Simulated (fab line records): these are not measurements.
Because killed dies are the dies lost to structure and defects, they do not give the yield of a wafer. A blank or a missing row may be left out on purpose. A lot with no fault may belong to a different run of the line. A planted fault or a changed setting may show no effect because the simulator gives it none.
Comparing a struck lot with a sound one :: flow sfq-line :: 37 steps out of a route of 325
Sound: wafers L782.2, L782.4, L782.5. Struck: wafer L795.3 (left out: L795.1, L795.4 of the same lot, which were not struck); the cause appears at the end.
Order at every step that has rows: each side's tool, ch and its chambers, its first start. Under that, the readings that differ: sound wafers :: struck wafers :: difference of the means :: sigmas: that difference in standard deviations of wafers without a fault.
alike: a reading whose means differ by less than 2 such deviations, as well as words and numbers matching on both sides. not compared: withheld readings; readings where some wafer has no value; bounds like >300 that might hide an equal value; numbers whose values overlap and for which the record gives no deviation.
Wherever a step has rows on one side only, a row that says differs or no value, or a row with sigmas, the two part there. Numbers that have no deviation but don't overlap get no sigmas and don't part them. Lack of a reading on every wafer of one side parts them only where that side has two or more wafers.

SFQ_R5_THK_MEAS_934: measures by xrf.
  struck on film-metro-02, day 53 11:42; sound on film-metro-02, day 45 03:25
reading: R5_MONX_THK (nm)
sound: 39.6 40.0 39.5
struck: 41.4
difference: +1.7
sigmas: +3
then, 6 steps without rows for these wafers: SFQ_TRILAYER_R5_LITHO_COAT_141 (resist thk 62 nm); SFQ_TRILAYER_R5_LITHO_COAT_136 (resist thk 600 nm); SFQ_TRILAYER_R5_LITHO_SOFTBAKE_140; SFQ_TRILAYER_R5_LITHO_EXPOSE_137 (exposes mask R5, target cd 500 nm); SFQ_TRILAYER_R5_LITHO_PEB_139 (peb time 60 s); SFQ_TRILAYER_R5_LITHO_DEVELOP_138 (time 60 s).
-- the record jumps here: 5 days lie between the struck wafers' starts before and after --
SFQ_R5_OVL_MEAS_935:
  struck on overlay-01, day 58 19:47; sound on overlay-01, day 48 16:15
  alike: R5_OVL
then, 1 step without rows for these wafers: SFQ_TRILAYER_R5_BARC_OPEN_METAL_ETCH_177 (etches BARC in O2, target depth 125 nm, time 41.7 s).
SFQ_TRILAYER_R5_ETCH_METAL_ETCH_139: etches the open film in Cl2, stops on SiO2, target depth 60 nm, time 40 s.
  sound on rie-metal-03 ch 0,1, day 48 16:20; struck on rie-metal-04 ch 1, day 58 19:53
  alike: drypump-motor-current-A, oes-product-au
  not compared: rf-hours-counter-h
SFQ_TRILAYER_R5_STRIP_STRIP_140: strips in O2.
  sound on rie-metal-03 ch 0,1, day 48 16:24; struck on rie-metal-04 ch 1, day 58 19:56
  alike: drypump-motor-current-A, oes-product-au
  not compared: rf-hours-counter-h
then, 1 step without rows for these wafers: SFQ_TRILAYER_R5_STRIP_SOLV_CLEAN_141 (cleans in NMP, time 600 s).
SFQ_TRILAYER_A5C_DEP_PECVD_142: deposits SiO2 from SiH4/N2O, time 15.556 s, target thk 70 nm.
  sound on pecvd-03 ch 1,2, day 48 17:11; struck on pecvd-02 ch 2, day 58 20:53
reading: heater-power-w (W)
sound: 68 67 98
struck: 126
difference: +48
sigmas: +3

reading: model.SiO2_of_TRILAYER_A5C_DEP_PECVD_142.thk-nm (nm)
sound: 70.3 70.62 71.46
struck: 50.89
difference: -19.90
sigmas: 
  alike: throttle-valve-pct
then, 6 steps without rows for these wafers: SFQ_TRILAYER_I5_LITHO_COAT_149 (resist thk 62 nm); SFQ_TRILAYER_I5_LITHO_COAT_144 (resist thk 650 nm); SFQ_TRILAYER_I5_LITHO_SOFTBAKE_148; SFQ_TRILAYER_I5_LITHO_EXPOSE_145 (exposes mask I5, target cd 700 nm); SFQ_TRILAYER_I5_LITHO_PEB_147 (peb time 60 s); SFQ_TRILAYER_I5_LITHO_DEVELOP_146 (time 60 s).
SFQ_I5_OVL_MEAS_936:
  struck on overlay-01, day 60 03:32; sound on overlay-01, day 50 03:28
  alike: I5_OVL
SFQ_TRILAYER_I5_BARC_OPEN_VIA_ETCH_200: etches BARC in O2, target depth 125 nm, time 41.7 s.
  sound on rie-diel-03 ch 0,2,3, day 50 03:29; struck on rie-diel-04 ch 1, day 60 03:34
reading: oes-product-au (a.u.)
sound: 0.682 0.692 0.687
struck: 0.677
difference: -0.010
sigmas: -2
  alike: drypump-motor-current-A
  not compared: rf-hours-counter-h
SFQ_TRILAYER_I5_ETCH_VIA_ETCH_147: etches the open film in CHF3, stops on Nb, target depth 360 nm.
  sound on rie-diel-03 ch 0,2,3, day 50 03:32; struck on rie-diel-04 ch 1, day 60 03:37
  alike: drypump-motor-current-A, oes-product-au
then, 8 steps without rows for these wafers: SFQ_TRILAYER_I5_STRIP_STRIP_148 (strips in O2); SFQ_TRILAYER_I5_STRIP_SOLV_CLEAN_149 (cleans in NMP, time 600 s); SFQ_TRILAYER_C5_LITHO_COAT_156 (resist thk 62 nm); SFQ_TRILAYER_C5_LITHO_COAT_151 (resist thk 650 nm); SFQ_TRILAYER_C5_LITHO_SOFTBAKE_155; SFQ_TRILAYER_C5_LITHO_EXPOSE_152 (exposes mask C5, target cd 500 nm); SFQ_TRILAYER_C5_LITHO_PEB_154 (peb time 60 s); SFQ_TRILAYER_C5_LITHO_DEVELOP_153 (time 60 s).
SFQ_C5_OVL_MEAS_937:
  struck on overlay-01, day 60 10:17; sound on overlay-02, day 55 05:49
  alike: C5_OVL
SFQ_TRILAYER_C5_BARC_OPEN_VIA_ETCH_210: etches BARC in O2, target depth 125 nm, time 41.7 s.
  sound on rie-diel-02 ch 0,2, day 55 05:51; struck on rie-diel-04 ch 2, day 60 10:19
  alike: drypump-motor-current-A, oes-product-au
  not compared: rf-hours-counter-h
SFQ_TRILAYER_C5_ETCH_VIA_ETCH_154: etches SiO2 in CHF3, stops on Nb, target depth 84 nm.
  sound on rie-diel-02 ch 0,2, day 55 05:53; struck on rie-diel-04 ch 2, day 60 10:22
reading: oes-product-au (a.u.)
sound: 0.888 0.901 0.912
struck: 0.754
difference: -0.146
sigmas: -18

reading: model.C5.feature-depth-nm (nm)
sound: 70.3 70.62 71.46
struck: 50.89
difference: -19.90
sigmas: 

reading: model.etch.depth-nm (nm)
sound: 70.3 70.62 71.46
struck: 50.89
difference: -19.90
sigmas: 
  alike: drypump-motor-current-A
then, 2 steps without rows for these wafers: SFQ_TRILAYER_C5_STRIP_STRIP_155 (strips in O2); SFQ_TRILAYER_C5_STRIP_SOLV_CLEAN_156 (cleans in NMP, time 600 s).
SFQ_TRILAYER_M6_DEP_PRE_CLEAN_158: time 22.5 s.
  struck on pvd-sputter-03, day 60 11:11; sound on pvd-sputter-03, day 55 06:43
reading: model.SiO2_of_TRILAYER_A5C_DEP_PECVD_142.thk-nm (nm)
sound: 62.8 63.12 63.96
struck: 43.39
difference: -19.90
sigmas: 
then, 1 step without rows for these wafers: SFQ_TRILAYER_M6_DEP_SPUTTER_157 (material Nb, target thk 200 nm, time 133.3 s).

== WHERE THEY PART ==
Earliest at SFQ_R5_THK_MEAS_934; latest, in this record, at SFQ_TRILAYER_C5_ETCH_VIA_ETCH_154.

WHY: what the simulator had put in
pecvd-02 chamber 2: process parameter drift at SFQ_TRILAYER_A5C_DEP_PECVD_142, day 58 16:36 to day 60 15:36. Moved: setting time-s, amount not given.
